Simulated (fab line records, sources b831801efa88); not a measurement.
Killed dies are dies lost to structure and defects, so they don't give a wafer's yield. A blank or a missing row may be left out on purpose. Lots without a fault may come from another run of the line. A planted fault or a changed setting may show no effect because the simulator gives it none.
Which tool did it? | flow gf180mcu | 12 lots, 36 wafers sampled, at 1 step of a route of 602

WHAT THE GAUGES READ, wafer by wafer
GF_CONTACT_OVL_MEAS_15.
lot  | measured     | on         | CONTACT_OVL (nm)
L075 | day 16 12:35 | overlay-02 | -10 -7 0
L077 | day 17 04:59 | overlay-02 | 2 4 3
L079 | day 18 01:20 | overlay-01 | -9 -2 3
L081 | day 18 13:08 | overlay-01 | -3 -4 3
L083 | day 19 11:35 | overlay-02 | 6 -1 -2
L085 | day 20 05:05 | overlay-02 | 7 13 8
L087 | day 20 22:23 | overlay-02 | 5 -3 -3
L089 | day 21 12:57 | overlay-02 | 8 6 -1
L091 | day 22 02:41 | overlay-02 | -4 -2 -6
L093 | day 23 01:38 | overlay-01 | 0 -7 -5
L095 | day 23 15:41 | overlay-01 | 3 4 0
L097 | day 24 06:29 | overlay-01 | 10 0 2

WHICH TOOL RAN EACH LOT (tool, then ch and the chambers of the sampled wafers, then the start)
The record holds no process step before these readings.

THE ANSWER, worked out from the rows above alone
Rule: what is usual is taken from the lots themselves. Put in order of their means at a reading, lots are off if they are a third of the lots or fewer, leave a main group of 4 or more, and stand apart from it by a gap of 3 or more times the standard deviation of the main group's means; of several such gaps the widest counts. A main group whose means are all the same, to the digits that the tables above print for the reading, isn't used. A lot without any number at a reading at which 4 lots or more have one is off too. The other lots that the step has rows for count as sound.
No lot is off at any reading shown: from this, nothing can be told.

WHAT THE SIMULATOR HAD PUT IN
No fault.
